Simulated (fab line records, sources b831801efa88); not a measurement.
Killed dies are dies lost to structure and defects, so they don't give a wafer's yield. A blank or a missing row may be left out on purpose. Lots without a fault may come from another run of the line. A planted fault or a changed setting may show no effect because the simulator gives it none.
Tool commonality check | flow sky130 | 15 lots, 45 wafers sampled

WHY IT WAS OPENED
At SKY_LDD_N_TW_MEAS_17 the reading LDD_N_TW is flagged on 3 of 15 lots. Wafers without a fault read 2583, standard deviation 27.
Rule: a lot is flagged when every wafer of it that has a number lies more than 4 standard deviations from that mean, or none has a number. The other lots count as sound.

lot  | measured     | on            | LDD_N_TW, wafer by wafer | flag
L701 | day 19 08:56 | film_metro-01 | 2524 2520 2527           |
L702 | day 19 13:30 | film_metro-02 | 2610 2608 2618           |
L703 | day 19 14:59 | film_metro-02 | 2599 2610 2603           |
L704 | day 20 14:39 | film_metro-02 | 2589 2596 2599           |
L705 | day 20 17:29 | film_metro-03 | 2572 2587 2601           |
L706 | day 21 07:23 | film_metro-02 | 2604 2603 2603           |
L708 | day 21 13:47 | film_metro-02 | 2593 2594 2586           |
L709 | day 22 00:41 | film_metro-03 | 2603 2603 2605           |
L712 | day 23 14:38 | film_metro-03 | 2440 2464 2457           | FLAGGED
L713 | day 23 15:18 | film_metro-02 | 2474 2465 2456           | FLAGGED
L714 | day 24 02:09 | film_metro-03 | 2463 2463 2465           | FLAGGED
L715 | day 24 13:28 | film_metro-01 | 2559 2554 2556           |
L720 | day 26 02:13 | film_metro-02 | 2615 2626 2605           |
L721 | day 26 09:22 | film_metro-01 | 2551 2542 2555           |
L722 | day 26 19:20 | film_metro-01 | 2551 2554 2558           |
The numbers of the flagged lots are 2461 on average: -122 against the usual, or -5 standard deviations.

WHICH TOOL RAN EACH LOT
The record holds 2 process steps before the reading, out of a route of 708 steps. In each cell: the tool, then ch and the chambers that the sampled wafers went through, then the start.
lot  | flag    | SKY_LDD_N_IMPLANT_11            | SKY_LDD_N_STRIP_16
L701 |         | implanter-01 ch 0, day 19 08:05 | plasma_asher-03 ch 0,1, day 19 08:50
L702 |         | implanter-04 ch 0, day 19 12:39 | plasma_asher-01 ch 0,1, day 19 13:24
L703 |         | implanter-01 ch 0, day 19 14:08 | plasma_asher-01 ch 0,1, day 19 14:53
L704 |         | implanter-01 ch 0, day 20 13:48 | plasma_asher-04 ch 0,1, day 20 14:33
L705 |         | implanter-04 ch 0, day 20 16:39 | plasma_asher-04 ch 0,1, day 20 17:22
L706 |         | implanter-01 ch 0, day 21 06:34 | plasma_asher-01 ch 0,1, day 21 07:19
L708 |         | implanter-01 ch 0, day 21 12:58 | plasma_asher-04 ch 0,1, day 21 13:41
L709 |         | implanter-04 ch 0, day 21 23:52 | plasma_asher-04 ch 1, day 22 00:35
L712 | FLAGGED | implanter-01, day 23 13:47      | plasma_asher-04 ch 0,1, day 23 14:32
L713 | FLAGGED | implanter-04, day 23 14:27      | plasma_asher-01 ch 0,1, day 23 15:12
L714 | FLAGGED | implanter-01, day 24 01:20      | plasma_asher-01 ch 0,1, day 24 02:04
L715 |         | implanter-01 ch 0, day 24 12:37 | plasma_asher-03 ch 0, day 24 13:21
L720 |         | implanter-01 ch 0, day 26 01:22 | plasma_asher-03 ch 0,1, day 26 02:07
L721 |         | implanter-01 ch 0, day 26 08:34 | plasma_asher-03 ch 0,1, day 26 09:16
L722 |         | implanter-04 ch 0, day 26 18:29 | plasma_asher-03 ch 0,1, day 26 19:14
What these steps do:
- SKY_LDD_N_IMPLANT_11
- SKY_LDD_N_STRIP_16: strips in O2/N2.
- SKY_LDD_N_TW_MEAS_17

FLAGGED OVER TOTAL, TOOL BY TOOL (the gauges that took the reading come last)
step                 | tool            | lots run | flagged | share of the flagged lots | sound lots run after its first flagged lot
SKY_LDD_N_IMPLANT_11 | implanter-01    | 10       | 2       | some                      | 3 (L715,L720,L721)
SKY_LDD_N_IMPLANT_11 | implanter-04    | 5        | 1       | some                      | 1 (L722)
SKY_LDD_N_STRIP_16   | plasma_asher-01 | 5        | 2       | some                      | 0
SKY_LDD_N_STRIP_16   | plasma_asher-03 | 5        | 0       | none                      | -
SKY_LDD_N_STRIP_16   | plasma_asher-04 | 5        | 1       | some                      | 0
SKY_LDD_N_TW_MEAS_17 | film_metro-01   | 4        | 0       | none                      | -
SKY_LDD_N_TW_MEAS_17 | film_metro-02   | 7        | 1       | some                      | 1 (L720)
SKY_LDD_N_TW_MEAS_17 | film_metro-03   | 4        | 2       | some                      | 0

WHAT THE TABLE ALLOWS
No row of the table ran every flagged lot.

WHAT THE SIMULATOR HAD PUT IN
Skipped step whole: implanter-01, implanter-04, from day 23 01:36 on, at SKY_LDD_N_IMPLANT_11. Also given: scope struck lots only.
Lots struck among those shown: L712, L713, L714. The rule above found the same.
